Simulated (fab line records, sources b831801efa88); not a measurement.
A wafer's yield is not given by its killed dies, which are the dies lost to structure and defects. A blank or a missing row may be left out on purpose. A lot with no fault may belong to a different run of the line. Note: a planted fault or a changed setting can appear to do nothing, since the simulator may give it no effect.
What tool caused it? :: flow sky130 :: 39 wafers from 13 lots sampled at 5 of the route's 708 steps

== WHAT EACH GAUGE READ, for each wafer ==
SKY_VIA3_BOW_MEAS_03. Usual: VIA3_BOW typically reads 78 um, with standard deviation 7.8.
lot: L704
measured: day 38 06:32
on: filmMetro-04
VIA3_BOW (um): 78 69 82
flag: 

lot: L708
measured: day 39 22:35
on: filmMetro-04
VIA3_BOW (um): 79 58 82
flag: 

lot: L710
measured: day 40 14:05
on: filmMetro-01
VIA3_BOW (um): 77 69 62
flag: 

lot: L711
measured: day 41 03:16
on: filmMetro-01
VIA3_BOW (um): 80 72 64
flag: 

lot: L714
measured: day 42 00:12
on: filmMetro-04
VIA3_BOW (um): 88 75 72
flag: 

lot: L718
measured: day 42 20:34
on: filmMetro-04
VIA3_BOW (um): 81 80 76
flag: 

lot: L719
measured: day 43 08:40
on: filmMetro-04
VIA3_BOW (um): 80 87 74
flag: 

lot: L721
measured: day 43 15:48
on: filmMetro-02
VIA3_BOW (um): 74 83 98
flag: 

lot: L723
measured: day 44 03:55
on: filmMetro-02
VIA3_BOW (um): 153 154 154 - - -
flag: OFF

lot: L724
measured: day 44 07:16
on: filmMetro-02
VIA3_BOW (um): 141 144 128 - - -
flag: OFF

lot: L725
measured: day 44 12:21
on: filmMetro-02
VIA3_BOW (um): 129 136 124 - - -
flag: OFF

lot: L726
measured: day 44 19:14
on: filmMetro-02
VIA3_BOW (um): 69 87 80
flag: 

lot: L727
measured: day 45 02:05
on: filmMetro-04
VIA3_BOW (um): 90 78 82
flag: 

== TOOL THAT RAN EACH LOT (tool first, then ch and the chambers of the sampled wafers, then the start) ==
lot: L704
SKY_VIA2_SPUTTER_20: pvdSputter-02, day 35 23:35
SKY_VIA2_CVD_21: cvdW-01 ch 0,1, day 35 23:38
SKY_METAL3_SPUTTER_04: pvdSputter-03, day 36 00:22
SKY_VIA3_CMP_02: cmp-02 ch 1,2,3, day 38 06:20

lot: L708
SKY_VIA2_SPUTTER_20: pvdSputter-04, day 37 17:02
SKY_VIA2_CVD_21: cvdW-01 ch 0,1, day 37 17:08
SKY_METAL3_SPUTTER_04: pvdSputter-02, day 37 17:49
SKY_VIA3_CMP_02: cmp-02 ch 2,3, day 39 22:13

lot: L710
SKY_VIA2_SPUTTER_20: pvdSputter-04, day 38 10:05
SKY_VIA2_CVD_21: cvdW-02 ch 0,1, day 38 10:09
SKY_METAL3_SPUTTER_04: pvdSputter-02, day 38 10:52
SKY_VIA3_CMP_02: cmp-02 ch 0,2,3, day 40 13:46

lot: L711
SKY_VIA2_SPUTTER_20: pvdSputter-01, day 38 23:37
SKY_VIA2_CVD_21: cvdW-01 ch 0,1, day 38 23:43
SKY_METAL3_SPUTTER_04: pvdSputter-02, day 39 00:23
SKY_VIA3_CMP_02: cmp-01 ch 0,1, day 41 02:58

lot: L714
SKY_VIA2_SPUTTER_20: pvdSputter-04, day 39 21:23
SKY_VIA2_CVD_21: cvdW-01 ch 0,1, day 39 21:29
SKY_METAL3_SPUTTER_04: pvdSputter-03, day 39 22:09
SKY_VIA3_CMP_02: cmp-01 ch 0,3, day 41 23:52

lot: L718
SKY_VIA2_SPUTTER_20: pvdSputter-04, day 40 18:59
SKY_VIA2_CVD_21: cvdW-01 ch 0,1, day 40 19:02
SKY_METAL3_SPUTTER_04: pvdSputter-03, day 40 19:46
SKY_VIA3_CMP_02: cmp-01 ch 0,1,2, day 42 20:19

lot: L719
SKY_VIA2_SPUTTER_20: pvdSputter-04, day 41 07:01
SKY_VIA2_CVD_21: cvdW-01 ch 0,1, day 41 07:05
SKY_METAL3_SPUTTER_04: pvdSputter-02, day 41 07:47
SKY_VIA3_CMP_02: cmp-01 ch 0,2, day 43 08:24

lot: L721
SKY_VIA2_SPUTTER_20: pvdSputter-02, day 41 13:56
SKY_VIA2_CVD_21: cvdW-01 ch 0,1, day 41 13:59
SKY_METAL3_SPUTTER_04: pvdSputter-02, day 41 14:43
SKY_VIA3_CMP_02: cmp-01 ch 0,2,3, day 43 15:29

lot: L723
SKY_VIA2_SPUTTER_20: pvdSputter-04, day 42 02:46
SKY_VIA2_CVD_21: cvdW-01 ch 0,1, day 42 02:49
SKY_METAL3_SPUTTER_04: pvdSputter-04, day 42 03:38
SKY_VIA3_CMP_02: cmp-01 ch 0,2,3, day 44 03:37

lot: L724
SKY_VIA2_SPUTTER_20: pvdSputter-01, day 42 07:30
SKY_VIA2_CVD_21: cvdW-02 ch 0,1, day 42 07:34
SKY_METAL3_SPUTTER_04: pvdSputter-02, day 42 08:17
SKY_VIA3_CMP_02: cmp-02 ch 0,2,3, day 44 06:58

lot: L725
SKY_VIA2_SPUTTER_20: pvdSputter-01, day 42 12:20
SKY_VIA2_CVD_21: cvdW-02 ch 0,1, day 42 12:26
SKY_METAL3_SPUTTER_04: pvdSputter-02, day 42 13:07
SKY_VIA3_CMP_02: cmp-01 ch 1,2,3, day 44 12:07

lot: L726
SKY_VIA2_SPUTTER_20: pvdSputter-02, day 42 19:31
SKY_VIA2_CVD_21: cvdW-01 ch 0,1, day 42 19:35
SKY_METAL3_SPUTTER_04: pvdSputter-04, day 42 20:17
SKY_VIA3_CMP_02: cmp-02 ch 0,1, day 44 18:55

lot: L727
SKY_VIA2_SPUTTER_20: pvdSputter-02, day 43 02:05
SKY_VIA2_CVD_21: cvdW-01 ch 0,1, day 43 02:08
SKY_METAL3_SPUTTER_04: pvdSputter-02, day 43 02:51
SKY_VIA3_CMP_02: cmp-01 ch 0,3, day 45 01:50
- SKY_VIA2_SPUTTER_20: material TiN, target thk 20 nm, time 80 s.
- SKY_VIA2_CVD_21: deposits W, target thk 420 nm, time 126.4 s.
- SKY_METAL3_SPUTTER_04: material TiN, target thk 70 nm, time 58.3 s.
- SKY_VIA3_CMP_02: polishes SiO2.

== WHAT THE TOOLS THEMSELVES READ (means of the sampled wafers that have a number; where no wafer has one, the mark that the record gives instead) ==
SKY_VIA2_SPUTTER_20. Usual: cathodeDcPowerW 4000.1 W, standard deviation 0.72; throttleValvePct 29.7 %, standard deviation 0.94.
lot: L704
tool: pvdSputter-02
cathodeDcPowerW (W): 4000.0
throttleValvePct (%): 28.0
flag: 

lot: L708
tool: pvdSputter-04
cathodeDcPowerW (W): 4000.2
throttleValvePct (%): 29.2
flag: 

lot: L710
tool: pvdSputter-04
cathodeDcPowerW (W): 4000.0
throttleValvePct (%): 29.3
flag: 

lot: L711
tool: pvdSputter-01
cathodeDcPowerW (W): 3999.0
throttleValvePct (%): 30.5
flag: 

lot: L714
tool: pvdSputter-04
cathodeDcPowerW (W): 3999.6
throttleValvePct (%): 29.0
flag: 

lot: L718
tool: pvdSputter-04
cathodeDcPowerW (W): 4000.1
throttleValvePct (%): 29.3
flag: 

lot: L719
tool: pvdSputter-04
cathodeDcPowerW (W): 3999.9
throttleValvePct (%): 29.3
flag: 

lot: L721
tool: pvdSputter-02
cathodeDcPowerW (W): 4000.0
throttleValvePct (%): 28.7
flag: 

lot: L723
tool: pvdSputter-04
cathodeDcPowerW (W): 4000.3
throttleValvePct (%): 29.1
flag: 

lot: L724
tool: pvdSputter-01
cathodeDcPowerW (W): 3999.9
throttleValvePct (%): 30.7
flag: 

lot: L725
tool: pvdSputter-01
cathodeDcPowerW (W): 3999.0
throttleValvePct (%): 30.7
flag: 

lot: L726
tool: pvdSputter-02
cathodeDcPowerW (W): 4000.7
throttleValvePct (%): 29.0
flag: 

lot: L727
tool: pvdSputter-02
cathodeDcPowerW (W): 4000.1
throttleValvePct (%): 29.3
flag: 

SKY_VIA2_CVD_21. Usual: heaterPowerW 804 W, standard deviation 84; susceptorTempC 400.05 C, standard deviation 0.21.
lot: L704
tool: cvdW-01
heaterPowerW (W): 871
susceptorTempC (C): 400.03
flag: 

lot: L708
tool: cvdW-01
heaterPowerW (W): 854
susceptorTempC (C): 399.98
flag: 

lot: L710
tool: cvdW-02
heaterPowerW (W): 744
susceptorTempC (C): 400.12
flag: 

lot: L711
tool: cvdW-01
heaterPowerW (W): 851
susceptorTempC (C): 400.01
flag: 

lot: L714
tool: cvdW-01
heaterPowerW (W): 803
susceptorTempC (C): 399.98
flag: 

lot: L718
tool: cvdW-01
heaterPowerW (W): 868
susceptorTempC (C): 400.19
flag: 

lot: L719
tool: cvdW-01
heaterPowerW (W): 805
susceptorTempC (C): 399.98
flag: 

lot: L721
tool: cvdW-01
heaterPowerW (W): 820
susceptorTempC (C): 399.81
flag: 

lot: L723
tool: cvdW-01
heaterPowerW (W): 816
susceptorTempC (C): 400.01
flag: 

lot: L724
tool: cvdW-02
heaterPowerW (W): 753
susceptorTempC (C): 400.13
flag: 

lot: L725
tool: cvdW-02
heaterPowerW (W): 746
susceptorTempC (C): 400.21
flag: 

lot: L726
tool: cvdW-01
heaterPowerW (W): 882
susceptorTempC (C): 400.05
flag: 

lot: L727
tool: cvdW-01
heaterPowerW (W): 869
susceptorTempC (C): 400.12
flag: 

SKY_METAL3_SPUTTER_04. Usual: cathodeDcPowerW 6499.9 W, standard deviation 1.2; throttleValvePct 29.3 %, standard deviation 0.92.
lot: L704
tool: pvdSputter-03
cathodeDcPowerW (W): 6500.5
throttleValvePct (%): 31.1
flag: 

lot: L708
tool: pvdSputter-02
cathodeDcPowerW (W): 6500.9
throttleValvePct (%): 29.3
flag: 

lot: L710
tool: pvdSputter-02
cathodeDcPowerW (W): 6501.3
throttleValvePct (%): 28.8
flag: 

lot: L711
tool: pvdSputter-02
cathodeDcPowerW (W): 6500.4
throttleValvePct (%): 29.4
flag: 

lot: L714
tool: pvdSputter-03
cathodeDcPowerW (W): 6498.7
throttleValvePct (%): 30.8
flag: 

lot: L718
tool: pvdSputter-03
cathodeDcPowerW (W): 6500.4
throttleValvePct (%): 30.1
flag: 

lot: L719
tool: pvdSputter-02
cathodeDcPowerW (W): 6499.9
throttleValvePct (%): 29.6
flag: 

lot: L721
tool: pvdSputter-02
cathodeDcPowerW (W): 6499.8
throttleValvePct (%): 29.0
flag: 

lot: L723
tool: pvdSputter-04
cathodeDcPowerW (W): 6498.6
throttleValvePct (%): 29.4
flag: 

lot: L724
tool: pvdSputter-02
cathodeDcPowerW (W): 6498.9
throttleValvePct (%): 29.5
flag: 

lot: L725
tool: pvdSputter-02
cathodeDcPowerW (W): 6500.3
throttleValvePct (%): 28.6
flag: 

lot: L726
tool: pvdSputter-04
cathodeDcPowerW (W): 6499.7
throttleValvePct (%): 29.1
flag: 

lot: L727
tool: pvdSputter-02
cathodeDcPowerW (W): 6500.1
throttleValvePct (%): 29.0
flag: 

SKY_VIA3_CMP_02. Usual: edgeZonePressureFrac 1.000, standard deviation 0.0051; headPressurePsi 4.001 psi, standard deviation 0.0088; motorCurrentA 12.0 A, standard deviation 0.87.
lot: L704
tool: cmp-02
edgeZonePressureFrac: 1.002
headPressurePsi (psi): 3.997
motorCurrentA (A): 11.7
flag: 

lot: L708
tool: cmp-02
edgeZonePressureFrac: 1.003
headPressurePsi (psi): 4.003
motorCurrentA (A): 12.1
flag: 

lot: L710
tool: cmp-02
edgeZonePressureFrac: 1.004
headPressurePsi (psi): 4.002
motorCurrentA (A): 12.0
flag: 

lot: L711
tool: cmp-01
edgeZonePressureFrac: 1.002
headPressurePsi (psi): 4.007
motorCurrentA (A): 12.5
flag: 

lot: L714
tool: cmp-01
edgeZonePressureFrac: 0.997
headPressurePsi (psi): 3.997
motorCurrentA (A): 11.5
flag: 

lot: L718
tool: cmp-01
edgeZonePressureFrac: 0.999
headPressurePsi (psi): 4.001
motorCurrentA (A): 11.8
flag: 

lot: L719
tool: cmp-01
edgeZonePressureFrac: 1.000
headPressurePsi (psi): 3.998
motorCurrentA (A): 11.4
flag: 

lot: L721
tool: cmp-01
edgeZonePressureFrac: 0.995
headPressurePsi (psi): 3.996
motorCurrentA (A): 11.0
flag: 

lot: L723
tool: cmp-01
edgeZonePressureFrac: -
headPressurePsi (psi): -
motorCurrentA (A): -
flag: OFF

lot: L724
tool: cmp-02
edgeZonePressureFrac: -
headPressurePsi (psi): -
motorCurrentA (A): -
flag: OFF

lot: L725
tool: cmp-01
edgeZonePressureFrac: -
headPressurePsi (psi): -
motorCurrentA (A): -
flag: OFF

lot: L726
tool: cmp-02
edgeZonePressureFrac: 0.999
headPressurePsi (psi): 4.001
motorCurrentA (A): 12.8
flag: 

lot: L727
tool: cmp-01
edgeZonePressureFrac: 0.994
headPressurePsi (psi): 4.004
motorCurrentA (A): 12.0
flag: 

== THE ANSWER, worked out from the rows above alone ==
Rule: a lot is off if the mean of its wafers that have a number lies more than 3 standard deviations from the usual mean. Also off: a lot with no number at a reading for which 4 or more lots have one. Where the step has rows for the other lots, those lots are counted as sound. After the gauges, taken in route order, come the tools' own readings; for these a lot's mean is taken, as printed above. The first step at which some lot is off is used, and at that step the reading that is off furthest; a lot without a number counts as furthest.
Off: at SKY_VIA3_BOW_MEAS_03 (VIA3_BOW), L723, L724, L725.
If a tool, at a process step before that reading, ran all the lots that are off and no sound lot after the first of them, it fits. Not tried: the gauges at SKY_VIA3_BOW_MEAS_03; whatever is off there is also off at SKY_VIA3_CMP_02, on other tools, and gauge error can't account for it. None of those tried fits.

== WHAT WAS PUT IN BY THE SIMULATOR ==
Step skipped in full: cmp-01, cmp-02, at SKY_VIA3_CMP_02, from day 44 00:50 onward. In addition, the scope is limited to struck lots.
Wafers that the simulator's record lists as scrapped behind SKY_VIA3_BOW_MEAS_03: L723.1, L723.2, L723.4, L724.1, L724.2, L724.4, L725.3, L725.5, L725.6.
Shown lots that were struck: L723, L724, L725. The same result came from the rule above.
